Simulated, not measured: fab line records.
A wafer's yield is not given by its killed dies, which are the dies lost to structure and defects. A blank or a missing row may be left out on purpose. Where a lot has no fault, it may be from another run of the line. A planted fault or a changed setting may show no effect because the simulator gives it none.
The tool behind it: which one? || flow gf180mcu || 24 lots with 72 wafers sampled at 6 steps, on a route of 602 steps

== WHAT THE GAUGES READ, wafer by wafer ==
GF_M2_THK_MEAS_06: measures by xrf.
{"lot": "L074", "measured": "day 18 03:17", "on": "filmMetro-04", "M2_ALCU_THK (nm)": "464 466 466"}
{"lot": "L075", "measured": "day 18 13:50", "on": "filmMetro-02", "M2_ALCU_THK (nm)": "459 462 460"}
{"lot": "L076", "measured": "day 19 04:34", "on": "filmMetro-02", "M2_ALCU_THK (nm)": "464 462 451"}
{"lot": "L077", "measured": "day 19 07:34", "on": "filmMetro-01", "M2_ALCU_THK (nm)": "451 464 445"}
{"lot": "L078", "measured": "day 19 23:32", "on": "filmMetro-01", "M2_ALCU_THK (nm)": "464 456 471"}
{"lot": "L079", "measured": "day 20 11:10", "on": "filmMetro-02", "M2_ALCU_THK (nm)": "462 464 467"}
{"lot": "L080", "measured": "day 20 21:32", "on": "filmMetro-01", "M2_ALCU_THK (nm)": "458 464 461"}
{"lot": "L081", "measured": "day 21 02:56", "on": "filmMetro-01", "M2_ALCU_THK (nm)": "463 466 459"}
{"lot": "L082", "measured": "day 21 08:10", "on": "filmMetro-01", "M2_ALCU_THK (nm)": "451 456 449"}
{"lot": "L083", "measured": "day 21 19:50", "on": "filmMetro-02", "M2_ALCU_THK (nm)": "460 466 466"}
{"lot": "L084", "measured": "day 22 02:04", "on": "filmMetro-02", "M2_ALCU_THK (nm)": "450 456 448"}
{"lot": "L085", "measured": "day 22 07:10", "on": "filmMetro-02", "M2_ALCU_THK (nm)": "468 462 469"}
{"lot": "L086", "measured": "day 22 23:55", "on": "filmMetro-04", "M2_ALCU_THK (nm)": "453 452 451"}
{"lot": "L087", "measured": "day 23 04:40", "on": "filmMetro-02", "M2_ALCU_THK (nm)": "460 464 467"}
{"lot": "L088", "measured": "day 23 11:28", "on": "filmMetro-01", "M2_ALCU_THK (nm)": "459 474 459"}
{"lot": "L089", "measured": "day 23 18:18", "on": "filmMetro-04", "M2_ALCU_THK (nm)": "456 458 453"}
{"lot": "L090", "measured": "day 24 02:54", "on": "filmMetro-02", "M2_ALCU_THK (nm)": "458 460 465"}
{"lot": "L091", "measured": "day 24 08:43", "on": "filmMetro-04", "M2_ALCU_THK (nm)": "463 453 445"}
{"lot": "L092", "measured": "day 24 17:22", "on": "filmMetro-02", "M2_ALCU_THK (nm)": "459 469 450"}
{"lot": "L093", "measured": "day 25 00:53", "on": "filmMetro-01", "M2_ALCU_THK (nm)": "451 454 446"}
{"lot": "L094", "measured": "day 25 11:29", "on": "filmMetro-04", "M2_ALCU_THK (nm)": "460 443 457"}
{"lot": "L095", "measured": "day 25 14:53", "on": "filmMetro-04", "M2_ALCU_THK (nm)": "468 464 462"}
{"lot": "L096", "measured": "day 25 18:33", "on": "filmMetro-04", "M2_ALCU_THK (nm)": "447 461 445"}
{"lot": "L097", "measured": "day 26 06:21", "on": "filmMetro-04", "M2_ALCU_THK (nm)": "467 466 466"}

GF_V5_BOW_MEAS_05.
{"lot": "L074", "measured": "day 26 06:31", "on": "filmMetro-02", "V5_BOW (um)": "139 134 133"}
{"lot": "L075", "measured": "day 26 15:39", "on": "filmMetro-03", "V5_BOW (um)": "130 130 139"}
{"lot": "L076", "measured": "day 27 06:06", "on": "filmMetro-03", "V5_BOW (um)": "120 139 128"}
{"lot": "L077", "measured": "day 27 08:49", "on": "filmMetro-04", "V5_BOW (um)": "123 125 144"}
{"lot": "L078", "measured": "day 27 23:06", "on": "filmMetro-03", "V5_BOW (um)": "124 134 143"}
{"lot": "L079", "measured": "day 28 07:21", "on": "filmMetro-02", "V5_BOW (um)": "125 140 148"}
{"lot": "L080", "measured": "day 28 15:37", "on": "filmMetro-02", "V5_BOW (um)": "126 131 128"}
{"lot": "L081", "measured": "day 28 19:20", "on": "filmMetro-02", "V5_BOW (um)": "124 121 127"}
{"lot": "L082", "measured": "day 28 21:49", "on": "filmMetro-02", "V5_BOW (um)": "142 146 133"}
{"lot": "L083", "measured": "day 29 10:38", "on": "filmMetro-04", "V5_BOW (um)": "142 143 145"}
{"lot": "L084", "measured": "day 29 15:23", "on": "filmMetro-02", "V5_BOW (um)": "144 134 131"}
{"lot": "L085", "measured": "day 29 17:27", "on": "filmMetro-03", "V5_BOW (um)": "140 144 137"}
{"lot": "L086", "measured": "day 30 08:22", "on": "filmMetro-04", "V5_BOW (um)": "138 140 140"}
{"lot": "L087", "measured": "day 30 11:36", "on": "filmMetro-03", "V5_BOW (um)": "125 118 131"}
{"lot": "L088", "measured": "day 30 17:19", "on": "filmMetro-02", "V5_BOW (um)": "129 138 128"}
{"lot": "L089", "measured": "day 30 23:29", "on": "filmMetro-03", "V5_BOW (um)": "132 138 136"}
{"lot": "L090", "measured": "day 31 07:14", "on": "filmMetro-02", "V5_BOW (um)": "124 117 124"}
{"lot": "L091", "measured": "day 31 11:11", "on": "filmMetro-02", "V5_BOW (um)": "138 134 139"}
{"lot": "L092", "measured": "day 32 05:19", "on": "filmMetro-02", "V5_BOW (um)": "133 135 136"}
{"lot": "L093", "measured": "day 31 23:21", "on": "filmMetro-04", "V5_BOW (um)": "127 126 122"}
{"lot": "L094", "measured": "day 32 08:46", "on": "filmMetro-02", "V5_BOW (um)": "126 148 135"}
{"lot": "L095", "measured": "day 32 11:17", "on": "filmMetro-02", "V5_BOW (um)": "129 131 130"}
{"lot": "L096", "measured": "day 32 12:28", "on": "filmMetro-04", "V5_BOW (um)": "132 140 139"}
{"lot": "L097", "measured": "day 32 23:29", "on": "filmMetro-04", "V5_BOW (um)": "134 146 132"}

== TOOL THAT RAN EACH LOT (tool first, then ch and the chambers of the sampled wafers, then the start) ==
{"lot": "L074", "GF_M1_SPUTTER_03": "pvdSputter-02, day 16 01:46", "GF_V3_CVD_23": "cvdW-01 ch 0,1, day 22 08:39", "GF_V4_ETCH_16": "rieDiel-02 ch 0,3, day 24 08:24", "GF_MIM_SPUTTER_09": "pvdSputter-02, day 24 10:09"}
{"lot": "L075", "GF_M1_SPUTTER_03": "pvdSputter-02, day 16 14:54", "GF_V3_CVD_23": "cvdW-02 ch 1, day 22 19:01", "GF_V4_ETCH_16": "rieDiel-02 ch 1,2, day 24 17:56", "GF_MIM_SPUTTER_09": "pvdSputter-01, day 24 20:02"}
{"lot": "L076", "GF_M1_SPUTTER_03": "pvdSputter-02, day 17 03:17", "GF_V3_CVD_23": "cvdW-02 ch 0,1, day 23 09:41", "GF_V4_ETCH_16": "rieDiel-04 ch 0,1,3, day 25 08:09", "GF_MIM_SPUTTER_09": "pvdSputter-02, day 25 10:14"}
{"lot": "L077", "GF_M1_SPUTTER_03": "pvdSputter-02, day 17 05:23", "GF_V3_CVD_23": "cvdW-02 ch 0,1, day 23 13:02", "GF_V4_ETCH_16": "rieDiel-01 ch 1,2, day 25 11:24", "GF_MIM_SPUTTER_09": "pvdSputter-03, day 25 13:08"}
{"lot": "L078", "GF_M1_SPUTTER_03": "pvdSputter-01, day 17 21:01", "GF_V3_CVD_23": "cvdW-02 ch 0,1, day 24 04:00", "GF_V4_ETCH_16": "rieDiel-01 ch 0,1,3, day 26 02:08", "GF_MIM_SPUTTER_09": "pvdSputter-02, day 26 03:53"}
{"lot": "L079", "GF_M1_SPUTTER_03": "pvdSputter-03, day 18 08:01", "GF_V3_CVD_23": "cvdW-01 ch 0,1, day 24 13:55", "GF_V4_ETCH_16": "rieDiel-01 ch 1,2, day 26 11:09", "GF_MIM_SPUTTER_09": "pvdSputter-03, day 26 12:54"}
{"lot": "L080", "GF_M1_SPUTTER_03": "pvdSputter-03, day 18 18:12", "GF_V3_CVD_23": "cvdW-01 ch 0,1, day 24 22:26", "GF_V4_ETCH_16": "rieDiel-01 ch 1,2,3, day 26 19:05", "GF_MIM_SPUTTER_09": "pvdSputter-03, day 26 20:52"}
{"lot": "L081", "GF_M1_SPUTTER_03": "pvdSputter-02, day 18 22:45", "GF_V3_CVD_23": "cvdW-01 ch 0,1, day 25 03:39", "GF_V4_ETCH_16": "rieDiel-01 ch 0,1, day 27 00:38", "GF_MIM_SPUTTER_09": "pvdSputter-03, day 27 02:23"}
{"lot": "L082", "GF_M1_SPUTTER_03": "pvdSputter-01, day 19 03:45", "GF_V3_CVD_23": "cvdW-01 ch 0,1, day 25 07:02", "GF_V4_ETCH_16": "rieDiel-01 ch 0,1,3, day 27 03:00", "GF_MIM_SPUTTER_09": "pvdSputter-01, day 27 04:45"}
{"lot": "L083", "GF_M1_SPUTTER_03": "pvdSputter-02, day 19 15:39", "GF_V3_CVD_23": "cvdW-02 ch 0,1, day 25 20:16", "GF_V4_ETCH_16": "rieDiel-01 ch 0,1,2, day 27 15:02", "GF_MIM_SPUTTER_09": "pvdSputter-02, day 27 16:46"}
{"lot": "L084", "GF_M1_SPUTTER_03": "pvdSputter-01, day 19 22:57", "GF_V3_CVD_23": "cvdW-01 ch 0,1, day 26 01:31", "GF_V4_ETCH_16": "rieDiel-01 ch 1,3, day 27 21:02", "GF_MIM_SPUTTER_09": "pvdSputter-02, day 27 22:47"}
{"lot": "L085", "GF_M1_SPUTTER_03": "pvdSputter-01, day 20 03:17", "GF_V3_CVD_23": "cvdW-02 ch 0,1, day 26 05:04", "GF_V4_ETCH_16": "rieDiel-01 ch 0,2,3, day 27 23:29", "GF_MIM_SPUTTER_09": "pvdSputter-02, day 28 01:13"}
{"lot": "L086", "GF_M1_SPUTTER_03": "pvdSputter-01, day 20 21:16", "GF_V3_CVD_23": "cvdW-01 ch 1, day 26 21:35", "GF_V4_ETCH_16": "rieDiel-02 ch 0,2, day 28 15:50", "GF_MIM_SPUTTER_09": "pvdSputter-02, day 28 17:34"}
{"lot": "L087", "GF_M1_SPUTTER_03": "pvdSputter-01, day 21 02:04", "GF_V3_CVD_23": "cvdW-01 ch 0,1, day 27 01:41", "GF_V4_ETCH_16": "rieDiel-01 ch 0,1, day 28 19:09", "GF_MIM_SPUTTER_09": "pvdSputter-02, day 28 20:53"}
{"lot": "L088", "GF_M1_SPUTTER_03": "pvdSputter-02, day 21 09:16", "GF_V3_CVD_23": "cvdW-02 ch 0,1, day 27 05:56", "GF_V4_ETCH_16": "rieDiel-04 ch 0,2,3, day 29 00:05", "GF_MIM_SPUTTER_09": "pvdSputter-03, day 29 01:52"}
{"lot": "L089", "GF_M1_SPUTTER_03": "pvdSputter-01, day 21 16:13", "GF_V3_CVD_23": "cvdW-01 ch 0,1, day 27 13:07", "GF_V4_ETCH_16": "rieDiel-02 ch 0,2, day 29 06:26", "GF_MIM_SPUTTER_09": "pvdSputter-01, day 29 08:26"}
{"lot": "L090", "GF_M1_SPUTTER_03": "pvdSputter-03, day 22 01:34", "GF_V3_CVD_23": "cvdW-02 ch 0,1, day 27 22:14", "GF_V4_ETCH_16": "rieDiel-02 ch 0,2,3, day 29 15:27", "GF_MIM_SPUTTER_09": "pvdSputter-03, day 29 17:11"}
{"lot": "L091", "GF_M1_SPUTTER_03": "pvdSputter-02, day 22 07:34", "GF_V3_CVD_23": "cvdW-01 ch 0,1, day 28 02:34", "GF_V4_ETCH_16": "rieDiel-01 ch 1,2, day 29 17:59", "GF_MIM_SPUTTER_09": "pvdSputter-01, day 29 19:44"}
{"lot": "L092", "GF_M1_SPUTTER_03": "pvdSputter-02, day 22 16:31", "GF_V3_CVD_23": "cvdW-01 ch 0,1, day 28 09:40", "GF_V4_ETCH_16": "rieDiel-04 ch 0,1,3, day 30 15:15", "GF_MIM_SPUTTER_09": "pvdSputter-01, day 30 16:59"}
{"lot": "L093", "GF_M1_SPUTTER_03": "pvdSputter-02, day 23 00:36", "GF_V3_CVD_23": "cvdW-01 ch 0,1, day 28 16:45", "GF_V4_ETCH_16": "rieDiel-04 ch 1,3, day 30 07:38", "GF_MIM_SPUTTER_09": "pvdSputter-02, day 30 09:23"}
{"lot": "L094", "GF_M1_SPUTTER_03": "pvdSputter-01, day 23 12:01", "GF_V3_CVD_23": "cvdW-01 ch 0,1, day 29 02:17", "GF_V4_ETCH_16": "rieDiel-02 ch 0,2,3, day 30 18:05", "GF_MIM_SPUTTER_09": "pvdSputter-02, day 30 20:10"}
{"lot": "L095", "GF_M1_SPUTTER_03": "pvdSputter-03, day 23 14:47", "GF_V3_CVD_23": "cvdW-02 ch 0,1, day 29 05:15", "GF_V4_ETCH_16": "rieDiel-04 ch 0,3, day 30 20:44", "GF_MIM_SPUTTER_09": "pvdSputter-02, day 30 22:49"}
{"lot": "L096", "GF_M1_SPUTTER_03": "pvdSputter-03, day 23 18:27", "GF_V3_CVD_23": "cvdW-02 ch 0,1, day 29 08:18", "GF_V4_ETCH_16": "rieDiel-04 ch 1,3, day 30 23:44", "GF_MIM_SPUTTER_09": "pvdSputter-02, day 31 01:28"}
{"lot": "L097", "GF_M1_SPUTTER_03": "pvdSputter-02, day 24 08:22", "GF_V3_CVD_23": "cvdW-02 ch 0,1, day 29 18:28", "GF_V4_ETCH_16": "rieDiel-01 ch 1,2,3, day 31 09:46", "GF_MIM_SPUTTER_09": "pvdSputter-01, day 31 11:31"}
- GF_M1_SPUTTER_03: material Ti, target thk 10 nm, time 6.7 s.
- GF_V3_CVD_23: deposits W, target thk 350 nm, time 104.9 s.
- GF_V4_ETCH_16: etches BARC in N2/H2.
- GF_MIM_SPUTTER_09: material TiN, target thk 35 nm, time 29.2 s.

== WHAT THE TOOLS THEMSELVES READ (means of the sampled wafers that have a number; where no wafer has one, the mark that the record gives instead) ==
GF_M1_SPUTTER_03.
{"lot": "L074", "tool": "pvdSputter-02", "throttleValvePct (%)": 30.7}
{"lot": "L075", "tool": "pvdSputter-02", "throttleValvePct (%)": 31.0}
{"lot": "L076", "tool": "pvdSputter-02", "throttleValvePct (%)": 30.9}
{"lot": "L077", "tool": "pvdSputter-02", "throttleValvePct (%)": 30.9}
{"lot": "L078", "tool": "pvdSputter-01", "throttleValvePct (%)": 30.9}
{"lot": "L079", "tool": "pvdSputter-03", "throttleValvePct (%)": 29.5}
{"lot": "L080", "tool": "pvdSputter-03", "throttleValvePct (%)": 29.2}
{"lot": "L081", "tool": "pvdSputter-02", "throttleValvePct (%)": 30.8}
{"lot": "L082", "tool": "pvdSputter-01", "throttleValvePct (%)": 31.1}
{"lot": "L083", "tool": "pvdSputter-02", "throttleValvePct (%)": 31.0}
{"lot": "L084", "tool": "pvdSputter-01", "throttleValvePct (%)": 31.4}
{"lot": "L085", "tool": "pvdSputter-01", "throttleValvePct (%)": 31.0}
{"lot": "L086", "tool": "pvdSputter-01", "throttleValvePct (%)": 31.1}
{"lot": "L087", "tool": "pvdSputter-01", "throttleValvePct (%)": 31.0}
{"lot": "L088", "tool": "pvdSputter-02", "throttleValvePct (%)": 30.7}
{"lot": "L089", "tool": "pvdSputter-01", "throttleValvePct (%)": 30.4}
{"lot": "L090", "tool": "pvdSputter-03", "throttleValvePct (%)": 29.8}
{"lot": "L091", "tool": "pvdSputter-02", "throttleValvePct (%)": 31.0}
{"lot": "L092", "tool": "pvdSputter-02", "throttleValvePct (%)": 30.7}
{"lot": "L093", "tool": "pvdSputter-02", "throttleValvePct (%)": 31.0}
{"lot": "L094", "tool": "pvdSputter-01", "throttleValvePct (%)": 30.2}
{"lot": "L095", "tool": "pvdSputter-03", "throttleValvePct (%)": 29.6}
{"lot": "L096", "tool": "pvdSputter-03", "throttleValvePct (%)": 30.1}
{"lot": "L097", "tool": "pvdSputter-02", "throttleValvePct (%)": 30.9}

GF_V3_CVD_23.
{"lot": "L074", "tool": "cvdW-01", "heaterPowerW (W)": 1019}
{"lot": "L075", "tool": "cvdW-02", "heaterPowerW (W)": 743}
{"lot": "L076", "tool": "cvdW-02", "heaterPowerW (W)": 916}
{"lot": "L077", "tool": "cvdW-02", "heaterPowerW (W)": 823}
{"lot": "L078", "tool": "cvdW-02", "heaterPowerW (W)": 902}
{"lot": "L079", "tool": "cvdW-01", "heaterPowerW (W)": 1042}
{"lot": "L080", "tool": "cvdW-01", "heaterPowerW (W)": 1043}
{"lot": "L081", "tool": "cvdW-01", "heaterPowerW (W)": 1039}
{"lot": "L082", "tool": "cvdW-01", "heaterPowerW (W)": 1040}
{"lot": "L083", "tool": "cvdW-02", "heaterPowerW (W)": 911}
{"lot": "L084", "tool": "cvdW-01", "heaterPowerW (W)": 1030}
{"lot": "L085", "tool": "cvdW-02", "heaterPowerW (W)": 823}
{"lot": "L086", "tool": "cvdW-01", "heaterPowerW (W)": 1040}
{"lot": "L087", "tool": "cvdW-01", "heaterPowerW (W)": 1047}
{"lot": "L088", "tool": "cvdW-02", "heaterPowerW (W)": 920}
{"lot": "L089", "tool": "cvdW-01", "heaterPowerW (W)": 1031}
{"lot": "L090", "tool": "cvdW-02", "heaterPowerW (W)": 833}
{"lot": "L091", "tool": "cvdW-01", "heaterPowerW (W)": 1034}
{"lot": "L092", "tool": "cvdW-01", "heaterPowerW (W)": 1054}
{"lot": "L093", "tool": "cvdW-01", "heaterPowerW (W)": 1054}
{"lot": "L094", "tool": "cvdW-01", "heaterPowerW (W)": 1033}
{"lot": "L095", "tool": "cvdW-02", "heaterPowerW (W)": 912}
{"lot": "L096", "tool": "cvdW-02", "heaterPowerW (W)": 929}
{"lot": "L097", "tool": "cvdW-02", "heaterPowerW (W)": 907}

GF_V4_ETCH_16.
{"lot": "L074", "tool": "rieDiel-02", "drypumpMotorCurrentA (A)": 5.6, "oesProductAu (a.u.)": 0.856, "throttleValvePct (%)": 13.230}
{"lot": "L075", "tool": "rieDiel-02", "drypumpMotorCurrentA (A)": 5.3, "oesProductAu (a.u.)": 0.853, "throttleValvePct (%)": 13.222}
{"lot": "L076", "tool": "rieDiel-04", "drypumpMotorCurrentA (A)": 5.6, "oesProductAu (a.u.)": 0.853, "throttleValvePct (%)": 13.230}
{"lot": "L077", "tool": "rieDiel-01", "drypumpMotorCurrentA (A)": 6.1, "oesProductAu (a.u.)": 0.855, "throttleValvePct (%)": 13.229}
{"lot": "L078", "tool": "rieDiel-01", "drypumpMotorCurrentA (A)": 5.8, "oesProductAu (a.u.)": 0.853, "throttleValvePct (%)": 13.227}
{"lot": "L079", "tool": "rieDiel-01", "drypumpMotorCurrentA (A)": 6.1, "oesProductAu (a.u.)": 0.851, "throttleValvePct (%)": 13.223}
{"lot": "L080", "tool": "rieDiel-01", "drypumpMotorCurrentA (A)": 6.0, "oesProductAu (a.u.)": 0.853, "throttleValvePct (%)": 13.218}
{"lot": "L081", "tool": "rieDiel-01", "drypumpMotorCurrentA (A)": 5.5, "oesProductAu (a.u.)": 0.850, "throttleValvePct (%)": 13.225}
{"lot": "L082", "tool": "rieDiel-01", "drypumpMotorCurrentA (A)": 5.8, "oesProductAu (a.u.)": 0.860, "throttleValvePct (%)": 13.218}
{"lot": "L083", "tool": "rieDiel-01", "drypumpMotorCurrentA (A)": 6.0, "oesProductAu (a.u.)": 0.858, "throttleValvePct (%)": 13.215}
{"lot": "L084", "tool": "rieDiel-01", "drypumpMotorCurrentA (A)": 5.9, "oesProductAu (a.u.)": 0.855, "throttleValvePct (%)": 13.229}
{"lot": "L085", "tool": "rieDiel-01", "drypumpMotorCurrentA (A)": 6.4, "oesProductAu (a.u.)": 0.851, "throttleValvePct (%)": 13.223}
{"lot": "L086", "tool": "rieDiel-02", "drypumpMotorCurrentA (A)": 5.3, "oesProductAu (a.u.)": 0.851, "throttleValvePct (%)": 13.215}
{"lot": "L087", "tool": "rieDiel-01", "drypumpMotorCurrentA (A)": 5.8, "oesProductAu (a.u.)": 0.857, "throttleValvePct (%)": 13.226}
{"lot": "L088", "tool": "rieDiel-04", "drypumpMotorCurrentA (A)": 5.4, "oesProductAu (a.u.)": 0.853, "throttleValvePct (%)": 13.225}
{"lot": "L089", "tool": "rieDiel-02", "drypumpMotorCurrentA (A)": 5.3, "oesProductAu (a.u.)": 0.854, "throttleValvePct (%)": 13.217}
{"lot": "L090", "tool": "rieDiel-02", "drypumpMotorCurrentA (A)": 5.5, "oesProductAu (a.u.)": 0.851, "throttleValvePct (%)": 13.229}
{"lot": "L091", "tool": "rieDiel-01", "drypumpMotorCurrentA (A)": 5.6, "oesProductAu (a.u.)": 0.852, "throttleValvePct (%)": 13.226}
{"lot": "L092", "tool": "rieDiel-04", "drypumpMotorCurrentA (A)": 5.6, "oesProductAu (a.u.)": 0.854, "throttleValvePct (%)": 13.227}
{"lot": "L093", "tool": "rieDiel-04", "drypumpMotorCurrentA (A)": 5.3, "oesProductAu (a.u.)": 0.856, "throttleValvePct (%)": 13.222}
{"lot": "L094", "tool": "rieDiel-02", "drypumpMotorCurrentA (A)": 5.5, "oesProductAu (a.u.)": 0.857, "throttleValvePct (%)": 13.217}
{"lot": "L095", "tool": "rieDiel-04", "drypumpMotorCurrentA (A)": 5.8, "oesProductAu (a.u.)": 0.855, "throttleValvePct (%)": 13.219}
{"lot": "L096", "tool": "rieDiel-04", "drypumpMotorCurrentA (A)": 5.3, "oesProductAu (a.u.)": 0.853, "throttleValvePct (%)": 13.228}
{"lot": "L097", "tool": "rieDiel-01", "drypumpMotorCurrentA (A)": 6.0, "oesProductAu (a.u.)": 0.853, "throttleValvePct (%)": 13.224}

GF_MIM_SPUTTER_09.
{"lot": "L074", "tool": "pvdSputter-02", "throttleValvePct (%)": 30.9}
{"lot": "L075", "tool": "pvdSputter-01", "throttleValvePct (%)": 30.2}
{"lot": "L076", "tool": "pvdSputter-02", "throttleValvePct (%)": 30.8}
{"lot": "L077", "tool": "pvdSputter-03", "throttleValvePct (%)": 30.1}
{"lot": "L078", "tool": "pvdSputter-02", "throttleValvePct (%)": 30.9}
{"lot": "L079", "tool": "pvdSputter-03", "throttleValvePct (%)": 29.8}
{"lot": "L080", "tool": "pvdSputter-03", "throttleValvePct (%)": 29.1}
{"lot": "L081", "tool": "pvdSputter-03", "throttleValvePct (%)": 29.1}
{"lot": "L082", "tool": "pvdSputter-01", "throttleValvePct (%)": 30.3}
{"lot": "L083", "tool": "pvdSputter-02", "throttleValvePct (%)": 30.6}
{"lot": "L084", "tool": "pvdSputter-02", "throttleValvePct (%)": 30.8}
{"lot": "L085", "tool": "pvdSputter-02", "throttleValvePct (%)": 30.5}
{"lot": "L086", "tool": "pvdSputter-02", "throttleValvePct (%)": 30.9}
{"lot": "L087", "tool": "pvdSputter-02", "throttleValvePct (%)": 30.6}
{"lot": "L088", "tool": "pvdSputter-03", "throttleValvePct (%)": 28.7}
{"lot": "L089", "tool": "pvdSputter-01", "throttleValvePct (%)": 30.6}
{"lot": "L090", "tool": "pvdSputter-03", "throttleValvePct (%)": 29.2}
{"lot": "L091", "tool": "pvdSputter-01", "throttleValvePct (%)": 30.0}
{"lot": "L092", "tool": "pvdSputter-01", "throttleValvePct (%)": 30.9}
{"lot": "L093", "tool": "pvdSputter-02", "throttleValvePct (%)": 30.6}
{"lot": "L094", "tool": "pvdSputter-02", "throttleValvePct (%)": 30.7}
{"lot": "L095", "tool": "pvdSputter-02", "throttleValvePct (%)": 30.7}
{"lot": "L096", "tool": "pvdSputter-02", "throttleValvePct (%)": 30.9}
{"lot": "L097", "tool": "pvdSputter-01", "throttleValvePct (%)": 31.0}

== THE ANSWER, worked out from the rows above alone ==
Rule: the lots themselves supply what counts as usual. The widest of any qualifying gaps counts: lots, ordered by their means at a reading, are off when they make up no more than a third of the lots, leave a main group of 4 or more, and stand apart from it by 3 or more times the standard deviation of that group's means. A main group whose means are all the same, to the digits that the tables above print for the reading, isn't used. Also off: a lot with no number at a reading for which 4 or more lots have one. All remaining lots with rows at the step are treated as sound. The gauges are gone through in route order, then the tools' own readings, and for those a lot's mean is taken as printed above. The first step at which some lot is off is used, and at that step the reading that is off furthest; a lot without a number counts as furthest.
No lot is off at any reading shown: from this, nothing can be told.

== WHAT THE SIMULATOR HAD INSERTED ==
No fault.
